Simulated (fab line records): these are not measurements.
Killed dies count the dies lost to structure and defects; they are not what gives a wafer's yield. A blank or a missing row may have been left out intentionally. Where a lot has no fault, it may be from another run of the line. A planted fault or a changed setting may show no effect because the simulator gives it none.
fab line records | flow sky130
[record] lots = 12 | wafers = 36 | last_day = 50
route steps=708 shown FIELD_ISO@3 NWELL@64 SONOS_TUNNEL@166 PAD_OPEN@708
lots untouched by any fault: they come from a run of this same line in which no faults occurred
start_h: hours from the record's first day to the start of the lot's first wafer shown | wait_h: hours since the lot's step before | " identical to the entry in the row above | L1.1+2: a row that stands for several wafers | - no value present, or no start provided | * or withheld: withheld | < > ~ a bound
route shown NAME@n: names a module that has steps shown in the file, with the first one's number in the route | usual: the fault-free wafers' mean and standard deviation | same: alike in all rows | chamber/n: place in a boat | sites: readings site by site | _std_site: the standard deviation of these | _edge_site: outer sites' mean less inner sites' | radius_mm: for every site, how far away it sits from the centre of the wafer | mask NAME#n: copy n | behind: the most recent tool/chamber to have shaped the wafer | hold: why the lot was held/for how many hours/how that ended | device: which transistor (n, p or np) failed to switch | end of line: tests of these same wafers at the route's end | a step given without rows: its recipe and nothing more | killed: not the wafer's yield, but the dies lost to structure and defects at the first sort | map: a wafer's dies, x killed, . not, _ none there
set.NAME: setting as actually run; set.NAME@STEP: the setting as run at that earlier step | model.NAME: the simulator's own value behind a step, which no gauge read
the route's steps for a sample of lots (tables are steps, rows are wafers)
services: when a tool's chamber went out of use (start_h, in hours from the record's first day, below 0 if earlier), for how many hours, and the reason
[[steps]]
[step SKY_FIELD_ISO_THK_MEAS_02]
[recipe] reads = SiO2_of_FIELD_ISO_OXIDATION_01
[usual] FIELD_ISO_OXIDATION_00_THK = 11.98/0.22
lot.wafer | tool          | chamber | start_h | wait_h | FIELD_ISO_OXIDATION_00_THK[nm]
L627.2    | film_metro-02 | -       | 23.75   | 0.0    | 12.28
L627.3    | "             | -       | "       | "      | 12.06
L627.5    | "             | -       | "       | "      | 12.14
L628.1    | film_metro-04 | -       | 36.35   | 0.0    | 11.96
L628.4    | "             | -       | "       | "      | 12.07
L628.5    | "             | -       | "       | "      | 12.02
L629.2    | film_metro-02 | -       | 36.36   | 0.0    | 12.14
L629.3    | "             | -       | "       | "      | 12.10
L629.4    | "             | -       | "       | "      | 11.91
L631.1    | film_metro-03 | -       | 43.23   | 0.0    | 11.72
L631.4    | "             | -       | "       | "      | 11.82
L631.5    | "             | -       | "       | "      | 11.78
L632.1    | film_metro-03 | -       | 48.19   | 0.0    | 12.36
L632.2    | "             | -       | "       | "      | 12.28
L632.3    | "             | -       | "       | "      | 12.21
L635.1    | film_metro-03 | -       | 61.63   | 0.0    | 12.19
L635.4    | "             | -       | "       | "      | 12.22
L635.6    | "             | -       | "       | "      | 12.24
L637.3    | film_metro-03 | -       | 73.23   | 0.0    | 12.25
L637.4    | "             | -       | "       | "      | 12.15
L637.5    | "             | -       | "       | "      | 12.24
L638.2    | film_metro-04 | -       | 76.64   | 0.0    | 12.22
L638.3    | "             | -       | "       | "      | 12.16
L638.5    | "             | -       | "       | "      | 12.21
L640.1    | film_metro-04 | -       | 87.44   | 0.0    | 11.87
L640.3    | "             | -       | "       | "      | 11.73
L640.6    | "             | -       | "       | "      | 11.56
L642.1    | film_metro-03 | -       | 96.63   | 0.0    | 11.85
L642.2    | "             | -       | "       | "      | 11.88
L642.4    | "             | -       | "       | "      | 11.84
L647.4    | film_metro-02 | -       | 122.61  | 0.0    | 11.98
L647.5    | "             | -       | "       | "      | 11.87
L647.6    | "             | -       | "       | "      | 11.89
L648.1    | film_metro-04 | -       | 127.05  | 0.0    | 11.76
L648.3    | "             | -       | "       | "      | 12.02
L648.4    | "             | -       | "       | "      | 11.82
[step SKY_NWELL_IMPLANT_11]
[recipe] species = P | energy_kev = 400 | dose_cm2 = 1.9e+13 | tilt_deg = withheld
lot.wafer  | tool         | chamber | start_h | wait_h
L627.2+3+5 | implanter-02 | 0       | 103.41  | 0.0
L628.1+4+5 | implanter-01 | 0       | 112.43  | 0.0
L629.2+3+4 | implanter-02 | 0       | 112.81  | 0.0
L631.1+4+5 | implanter-02 | 0       | 125.89  | 0.0
L632.1+2+3 | implanter-04 | 0       | 126.73  | 0.0
L635.1+4+6 | implanter-04 | 0       | 146.99  | 0.0
L637.3+4+5 | implanter-02 | 0       | 156.70  | 0.1
L638.2+3+5 | implanter-04 | 0       | 165.51  | 0.0
L640.1+3+6 | implanter-01 | 0       | 174.85  | 0.0
L642.1+2+4 | implanter-01 | 0       | 183.68  | 0.0
L647.4+5+6 | implanter-02 | 0       | 219.86  | 0.1
L648.1+3+4 | implanter-02 | 0       | 225.55  | 0.0
[step SKY_NWELL_TW_MEAS_15]
[usual] NWELL_TW = 1821/13
lot.wafer | tool          | chamber | start_h | wait_h | hold                     | NWELL_TW
L627.2    | film_metro-03 | -       | 103.95  | 0.1    | -                        | 1820
L627.3    | "             | -       | "       | "      | -                        | 1815
L627.5    | "             | -       | "       | "      | -                        | 1827
L628.1    | film_metro-03 | -       | 112.98  | 0.1    | -                        | 1812
L628.4    | "             | -       | "       | "      | -                        | 1811
L628.5    | "             | -       | "       | "      | -                        | 1823
L629.2    | film_metro-03 | -       | 113.34  | 0.1    | -                        | 1812
L629.3    | "             | -       | "       | "      | -                        | 1815
L629.4    | "             | -       | "       | "      | -                        | 1818
L631.1    | film_metro-03 | -       | 126.44  | 0.1    | -                        | 1803
L631.4    | "             | -       | "       | "      | -                        | 1805
L631.5    | "             | -       | "       | "      | -                        | 1809
L632.1    | film_metro-03 | -       | 127.28  | 0.1    | -                        | 1819
L632.2    | "             | -       | "       | "      | -                        | 1808
L632.3    | "             | -       | "       | "      | -                        | 1813
L635.1    | film_metro-04 | -       | 147.54  | 0.1    | -                        | 1832
L635.4    | "             | -       | "       | "      | -                        | 1823
L635.6    | "             | -       | "       | "      | -                        | 1826
L637.3    | film_metro-04 | -       | 157.22  | 0.1    | -                        | 1824
L637.4    | "             | -       | "       | "      | -                        | 1825
L637.5    | "             | -       | "       | "      | -                        | 1834
L638.2    | film_metro-01 | -       | 166.04  | 0.1    | -                        | 1835
L638.3    | "             | -       | "       | "      | -                        | 1832
L638.5    | "             | -       | "       | "      | -                        | 1837
L640.1    | film_metro-04 | -       | 175.40  | 0.1    | -                        | 1807
L640.3    | "             | -       | "       | "      | -                        | 1813
L640.6    | "             | -       | "       | "      | -                        | 1810
L642.1    | film_metro-03 | -       | 184.23  | 0.1    | -                        | 1819
L642.2    | "             | -       | "       | "      | -                        | 1824
L642.4    | "             | -       | "       | "      | -                        | 1817
L647.4    | film_metro-03 | -       | 220.36  | 0.1    | await_dispo/0.2h/release | 1676
L647.5    | "             | -       | "       | "      | await_dispo/0.2h/release | 1834
L647.6    | "             | -       | "       | "      | await_dispo/0.2h/release | 1822
L647.4    | film_metro-03 | -       | 220.61  | 0.2    | -                        | 1672
L647.5    | "             | -       | "       | "      | -                        | 1828
L647.6    | "             | -       | "       | "      | -                        | 1828
L648.1    | film_metro-03 | -       | 226.10  | 0.1    | await_dispo/0.2h/release | 1818
L648.3    | "             | -       | "       | "      | await_dispo/0.2h/release | 1673
L648.4    | "             | -       | "       | "      | await_dispo/0.2h/release | 1675
L648.1    | film_metro-03 | -       | 226.33  | 0.2    | -                        | 1822
L648.3    | "             | -       | "       | "      | -                        | 1670
L648.4    | "             | -       | "       | "      | -                        | 1673
[step SKY_NWELL_TW_MEAS_26]
[usual] NWELL_2_TW = 498/3.3
lot.wafer | tool          | chamber | start_h | wait_h | NWELL_2_TW
L627.2    | film_metro-01 | -       | 121.91  | 0.1    | 505
L627.3    | "             | -       | "       | "      | 501
L627.5    | "             | -       | "       | "      | 500
L628.1    | film_metro-03 | -       | 131.48  | 0.1    | 493
L628.4    | "             | -       | "       | "      | 491
L628.5    | "             | -       | "       | "      | 496
L629.2    | film_metro-03 | -       | 132.60  | 0.1    | 493
L629.3    | "             | -       | "       | "      | 493
L629.4    | "             | -       | "       | "      | 494
L631.1    | film_metro-03 | -       | 145.58  | 0.1    | 494
L631.4    | "             | -       | "       | "      | 495
L631.5    | "             | -       | "       | "      | 493
L632.1    | film_metro-04 | -       | 146.89  | 0.1    | 497
L632.2    | "             | -       | "       | "      | 497
L632.3    | "             | -       | "       | "      | 495
L635.1    | film_metro-01 | -       | 167.43  | 0.1    | 499
L635.4    | "             | -       | "       | "      | 497
L635.6    | "             | -       | "       | "      | 500
L637.3    | film_metro-01 | -       | 177.65  | 0.1    | 499
L637.4    | "             | -       | "       | "      | 501
L637.5    | "             | -       | "       | "      | 501
L638.2    | film_metro-03 | -       | 187.31  | 0.1    | 498
L638.3    | "             | -       | "       | "      | 495
L638.5    | "             | -       | "       | "      | 498
L640.1    | film_metro-04 | -       | 197.03  | 0.1    | 497
L640.3    | "             | -       | "       | "      | 496
L640.6    | "             | -       | "       | "      | 496
L642.1    | film_metro-03 | -       | 205.63  | 0.1    | 495
L642.2    | "             | -       | "       | "      | 493
L642.4    | "             | -       | "       | "      | 494
L647.4    | film_metro-04 | -       | 243.42  | 0.1    | 499
L647.5    | "             | -       | "       | "      | 498
L647.6    | "             | -       | "       | "      | 498
L648.1    | film_metro-04 | -       | 248.75  | 0.1    | 498
L648.3    | "             | -       | "       | "      | 498
L648.4    | "             | -       | "       | "      | 497
[step SKY_NWELL_RS_MEAS_29]
[recipe] thk_meas_gauge = four-point-probe
[usual] NWELL_RS = 624.6/1.9
lot.wafer | tool          | chamber | start_h | wait_h | hold                     | NWELL_RS[ohm/sq]
L627.2    | film_metro-04 | -       | 122.15  | 0.1    | -                        | 626.3
L627.3    | "             | -       | "       | "      | -                        | 622.9
L627.5    | "             | -       | "       | "      | -                        | 623.7
L628.1    | film_metro-01 | -       | 131.70  | 0.1    | -                        | 625.0
L628.4    | "             | -       | "       | "      | -                        | 627.6
L628.5    | "             | -       | "       | "      | -                        | 625.4
L629.2    | film_metro-03 | -       | 132.82  | 0.1    | -                        | 626.7
L629.3    | "             | -       | "       | "      | -                        | 626.7
L629.4    | "             | -       | "       | "      | -                        | 627.0
L631.1    | film_metro-01 | -       | 145.80  | 0.1    | -                        | 624.3
L631.4    | "             | -       | "       | "      | -                        | 624.2
L631.5    | "             | -       | "       | "      | -                        | 623.8
L632.1    | film_metro-01 | -       | 147.10  | 0.1    | -                        | 622.6
L632.2    | "             | -       | "       | "      | -                        | 623.1
L632.3    | "             | -       | "       | "      | -                        | 623.4
L635.1    | film_metro-04 | -       | 167.66  | 0.1    | -                        | 626.2
L635.4    | "             | -       | "       | "      | -                        | 624.9
L635.6    | "             | -       | "       | "      | -                        | 625.8
L637.3    | film_metro-04 | -       | 177.89  | 0.1    | -                        | 623.0
L637.4    | "             | -       | "       | "      | -                        | 623.8
L637.5    | "             | -       | "       | "      | -                        | 623.1
L638.2    | film_metro-04 | -       | 187.58  | 0.1    | -                        | 624.6
L638.3    | "             | -       | "       | "      | -                        | 625.7
L638.5    | "             | -       | "       | "      | -                        | 624.9
L640.1    | film_metro-04 | -       | 197.24  | 0.1    | -                        | 628.5
L640.3    | "             | -       | "       | "      | -                        | 627.3
L640.6    | "             | -       | "       | "      | -                        | 628.3
L642.1    | film_metro-03 | -       | 205.85  | 0.1    | -                        | 623.0
L642.2    | "             | -       | "       | "      | -                        | 624.3
L642.4    | "             | -       | "       | "      | -                        | 626.3
L647.4    | film_metro-04 | -       | 243.76  | 0.1    | await_dispo/0.2h/release | 718.3
L647.5    | "             | -       | "       | "      | await_dispo/0.2h/release | 621.6
L647.6    | "             | -       | "       | "      | await_dispo/0.2h/release | 621.8
L647.4    | film_metro-04 | -       | 244.12  | 0.3    | -                        | 719.9
L647.5    | "             | -       | "       | "      | -                        | 624.6
L647.6    | "             | -       | "       | "      | -                        | 624.1
L648.1    | film_metro-04 | -       | 249.06  | 0.2    | await_dispo/0.2h/release | 625.0
L648.3    | "             | -       | "       | "      | await_dispo/0.2h/release | 724.2
L648.4    | "             | -       | "       | "      | await_dispo/0.2h/release | 720.3
L648.1    | film_metro-04 | -       | 249.42  | 0.3    | -                        | 623.5
L648.3    | "             | -       | "       | "      | -                        | 723.9
L648.4    | "             | -       | "       | "      | -                        | 722.1
[step SKY_SONOS_TUNNEL_TW_MEAS_12]
[usual] SONOS_TUNNEL_TW = 196.6/2.2
lot.wafer | tool          | chamber | start_h | wait_h | SONOS_TUNNEL_TW
L627.2    | film_metro-01 | -       | 273.20  | 0.0    | 199.2
L627.3    | "             | -       | "       | "      | 199.8
L627.5    | "             | -       | "       | "      | 199.8
L628.1    | film_metro-02 | -       | 287.32  | 0.0    | 193.1
L628.4    | "             | -       | "       | "      | 192.3
L628.5    | "             | -       | "       | "      | 194.0
L629.2    | film_metro-04 | -       | 287.93  | 0.0    | 196.2
L629.3    | "             | -       | "       | "      | 196.2
L629.4    | "             | -       | "       | "      | 197.1
L631.1    | film_metro-02 | -       | 303.40  | 0.0    | 194.9
L631.4    | "             | -       | "       | "      | 194.1
L631.5    | "             | -       | "       | "      | 194.6
L632.1    | film_metro-04 | -       | 306.21  | 0.0    | 198.0
L632.2    | "             | -       | "       | "      | 198.0
L632.3    | "             | -       | "       | "      | 198.0
L635.1    | film_metro-01 | -       | 333.29  | 0.0    | 199.8
L635.4    | "             | -       | "       | "      | 199.0
L635.6    | "             | -       | "       | "      | 199.6
L637.3    | film_metro-02 | -       | 348.04  | 0.0    | 194.6
L637.4    | "             | -       | "       | "      | 194.3
L637.5    | "             | -       | "       | "      | 194.3
L638.2    | film_metro-01 | -       | 360.10  | 0.0    | 197.0
L638.3    | "             | -       | "       | "      | 197.3
L638.5    | "             | -       | "       | "      | 197.7
L640.1    | film_metro-04 | -       | 373.86  | 0.0    | 197.8
L640.3    | "             | -       | "       | "      | 197.4
L640.6    | "             | -       | "       | "      | 197.7
L642.1    | film_metro-02 | -       | 383.09  | 0.0    | 194.1
L642.2    | "             | -       | "       | "      | 194.8
L642.4    | "             | -       | "       | "      | 194.1
L647.4    | film_metro-01 | -       | 434.45  | 0.0    | 199.4
L647.5    | "             | -       | "       | "      | 198.4
L647.6    | "             | -       | "       | "      | 199.0
L648.1    | film_metro-04 | -       | 439.70  | 0.0    | 196.8
L648.3    | "             | -       | "       | "      | 198.6
L648.4    | "             | -       | "       | "      | 198.2
[step SKY_PAD_OPEN_PROBE_99]
[usual] killed_at_M0_to_M3 = 43/7.1 | killed_at_M4_up = 3.3/2 | killed_at_contacts = 24/5.1 | killed_at_front_end = 15/4.6 | killed_at_other = 0.3/0.6 | killed_dies = 86/9.6 | killed_on_rim = 17/3.8 | killed_open = 46/7.3 | killed_short = 39/6.7
[same] gross_dies = 492 | killed_at_back_side = 0
lot.wafer | tool      | chamber | start_h | wait_h | killed_at_M0_to_M3 | killed_at_M4_up | killed_at_contacts | killed_at_front_end | killed_at_other | killed_dies | killed_on_rim | killed_open | killed_short
L627.2    | prober-02 | -       | 1097.41 | 0.1    | 43                 | 5               | 22                 | 15                  | 0               | 85          | 23            | 41          | 44
L627.3    | prober-02 | -       | 1097.46 | 0.2    | 54                 | 2               | 26                 | 20                  | 0               | 102         | 23            | 44          | 58
L627.5    | prober-02 | -       | 1097.56 | 0.2    | 57                 | 8               | 14                 | 10                  | 0               | 89          | 18            | 47          | 41
L631.1    | prober-01 | -       | 1119.67 | 0.1    | 41                 | 2               | 19                 | 19                  | 1               | 82          | 19            | 50          | 29
L631.4    | prober-01 | -       | 1119.82 | 0.2    | 38                 | 3               | 20                 | 21                  | 0               | 82          | 10            | 42          | 40
L631.5    | prober-01 | -       | 1119.87 | 0.2    | 38                 | 3               | 25                 | 20                  | 0               | 86          | 16            | 39          | 45
L637.3    | prober-01 | -       | 1153.81 | 0.2    | 54                 | 3               | 31                 | 12                  | 0               | 100         | 19            | 57          | 43
L637.4    | prober-01 | -       | 1153.86 | 0.2    | 59                 | 3               | 22                 | 14                  | 0               | 98          | 18            | 51          | 47
L637.5    | prober-01 | -       | 1153.91 | 0.2    | 54                 | 3               | 19                 | 17                  | 0               | 93          | 20            | 44          | 49
L640.1    | prober-02 | -       | 1167.33 | 0.1    | 52                 | 6               | 26                 | 19                  | 0               | 103         | 27            | 59          | 43
L640.3    | prober-02 | -       | 1167.43 | 0.2    | 33                 | 7               | 20                 | 18                  | 0               | 78          | 12            | 37          | 41
L640.6    | prober-02 | -       | 1167.58 | 0.2    | 33                 | 2               | 27                 | 10                  | 0               | 72          | 10            | 45          | 27
L642.1    | prober-02 | -       | 1174.38 | 0.1    | 39                 | 4               | 18                 | 15                  | 1               | 77          | 15            | 38          | 38
L642.2    | prober-02 | -       | 1174.43 | 0.1    | 30                 | 4               | 17                 | 14                  | 0               | 65          | 8             | 38          | 27
L642.4    | prober-02 | -       | 1174.53 | 0.2    | 43                 | 2               | 21                 | 9                   | 0               | 75          | 17            | 35          | 40
// killed by level:class
L627.2 VIA1:geometric_particle:open=7 VIA3:geometric_particle:open=7 LI_CONTACT:geometric_particle:open=6 METAL1:geometric_particle:short=6 LOCAL_INTERCONNECT:geometric_particle:short=6 CONTACT:geometric_particle:open=5 FIELD_ISO:geometric_particle:open=4 METAL4:geometric_particle:short=4
L627.3 METAL1:geometric_particle:short=11 VIA1:geometric_particle:open=11 VIA3:geometric_particle:open=8 CONTACT:geometric_particle:short=7 POLY_GATE:geometric_particle:short=6 LI_CONTACT:geometric_particle:open=6 CONTACT:geometric_particle:open=6 METAL2:geometric_particle:short=6
L627.5 VIA1:geometric_particle:open=13 METAL1:geometric_particle:short=10 VIA2:geometric_particle:open=10 METAL4:geometric_particle:short=7 METAL2:geometric_particle:short=6 METAL1:geometric_particle:open=5 CONTACT:geometric_particle:open=5 FIELD_ISO:geometric_particle:open=3
L631.1 VIA1:geometric_particle:open=11 CONTACT:geometric_particle:open=10 VIA3:geometric_particle:open=9 VIA2:geometric_particle:open=5 VIA1:geometric_particle:short=4 VIA3:geometric_particle:short=4 FIELD_ISO:geometric_particle:short=3 SPACER:geometric_particle:short=3
L631.4 CONTACT:geometric_particle:open=11 VIA1:geometric_particle:open=11 FIELD_ISO:geometric_particle:short=8 METAL1:geometric_particle:short=7 POLY_GATE:geometric_particle:open=5 VIA1:geometric_particle:short=5 POLY_GATE:geometric_particle:short=4 METAL2:geometric_particle:short=4
L631.5 CONTACT:geometric_particle:short=10 VIA1:geometric_particle:open=10 METAL2:geometric_particle:short=8 LI_CONTACT:geometric_particle:open=6 VIA1:geometric_particle:short=5 CONTACT:geometric_particle:open=5 FIELD_ISO:geometric_particle:short=4 FIELD_ISO:geometric_particle:open=4
L637.3 LI_CONTACT:geometric_particle:open=15 VIA1:geometric_particle:open=12 VIA2:geometric_particle:open=9 METAL2:geometric_particle:short=8 VIA3:geometric_particle:open=8 METAL1:geometric_particle:short=6 FIELD_ISO:geometric_particle:short=5 CONTACT:geometric_particle:open=5
L637.4 METAL2:geometric_particle:short=10 VIA3:geometric_particle:open=10 VIA1:geometric_particle:open=9 VIA2:geometric_particle:open=8 FIELD_ISO:geometric_particle:open=6 CONTACT:geometric_particle:open=6 LI_CONTACT:geometric_particle:open=6 METAL1:geometric_particle:short=5
L637.5 VIA1:geometric_particle:open=13 VIA1:geometric_particle:short=8 CONTACT:geometric_particle:open=7 FIELD_ISO:geometric_particle:short=6 METAL1:geometric_particle:short=6 METAL3:geometric_particle:short=6 VIA3:geometric_particle:open=6 VIA2:geometric_particle:open=5
L640.1 VIA1:geometric_particle:open=20 LI_CONTACT:geometric_particle:open=9 CONTACT:geometric_particle:open=9 VIA2:geometric_particle:open=6 FIELD_ISO:geometric_particle:short=5 VIA3:geometric_particle:open=5 POLY_GATE:geometric_particle:short=5 CONTACT:geometric_particle:short=5
L640.3 CONTACT:geometric_particle:open=8 METAL4:geometric_particle:short=7 VIA2:geometric_particle:open=6 FIELD_ISO:geometric_particle:short=5 LI_CONTACT:geometric_particle:open=5 POLY_GATE:geometric_particle:short=4 METAL1:geometric_particle:short=4 VIA1:geometric_particle:open=4
L640.6 CONTACT:geometric_particle:open=11 VIA1:geometric_particle:open=10 LI_CONTACT:geometric_particle:open=6 VIA3:geometric_particle:open=6 VIA2:geometric_particle:open=6 METAL2:geometric_particle:short=5 POLY_GATE:geometric_particle:short=4 LOCAL_INTERCONNECT:geometric_particle:short=4
L642.1 METAL2:geometric_particle:short=11 VIA1:geometric_particle:open=9 CONTACT:geometric_particle:open=7 METAL1:geometric_particle:short=7 LI_CONTACT:geometric_particle:open=5 POLY_GATE:geometric_particle:short=4 VIA3:geometric_particle:open=4 FIELD_ISO:geometric_particle:open=3
L642.2 VIA1:geometric_particle:open=9 FIELD_ISO:geometric_particle:open=7 CONTACT:geometric_particle:open=7 METAL1:geometric_particle:short=5 METAL2:geometric_particle:short=4 LI_CONTACT:geometric_particle:open=4 POLY_GATE:geometric_particle:short=3 CONTACT:geometric_particle:short=3
L642.4 VIA1:geometric_particle:short=9 VIA1:geometric_particle:open=7 LI_CONTACT:geometric_particle:open=6 VIA2:geometric_particle:open=6 VIA3:geometric_particle:open=5 METAL1:geometric_particle:short=5 METAL2:geometric_particle:short=5 LI_CONTACT:geometric_particle:short=4
[[services]]
tool         | chamber | start_h | hours | kind
implanter-02 | -       | 93.94   | 1.8   | repair
implanter-04 | -       | 136.06  | 3.3   | pm
implanter-01 | -       | 136.91  | 1.2   | repair
implanter-04 | -       | 195.83  | 4.4   | repair
implanter-01 | -       | 214.53  | 4.1   | pm
implanter-01 | -       | 221.34  | 1.4   | repair
[[key]]
[first_sign] step = SKY_NWELL_TW_MEAS_15 | reading = visit | direction = added
[effect] step = SKY_NWELL_TW_MEAS_15 | reading = NWELL_TW | direction = down | sigmas = 12 | usual = 1821 | struck = 1675
[effect] step = SKY_NWELL_RS_MEAS_29 | reading = visit | direction = added
[effect] step = SKY_NWELL_RS_MEAS_29 | reading = NWELL_RS | direction = up | sigmas = 50 | usual = 624.6 | struck = 720.9
met_at SKY_NWELL_IMPLANT_11
struck_lots L647,L648
struck_wafers L647.4,L648.3,L648.4
tester_left_out L647,L648
not_acting_at SKY_FIELD_ISO_THK_MEAS_02,SKY_NWELL_TW_MEAS_26,SKY_SONOS_TUNNEL_TW_MEAS_12
onset_between 156.70 219.86
[fault] kind = process_parameter_drift | tool = implanter-02 | chamber = - | onset_h = 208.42 | steps = SKY_NWELL_IMPLANT_11 | channel = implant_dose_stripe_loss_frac | offset = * | shape = step | end_h = 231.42 | scope = struck_wafers_only
// tester_left_out: of these lots the tester's yield and bins aren't shown, on N5 and GAA mostly nor the transistor test; their killed dies are dies lost to structure and defects alone, not to doping, threshold or leakage, so they don't give the yield
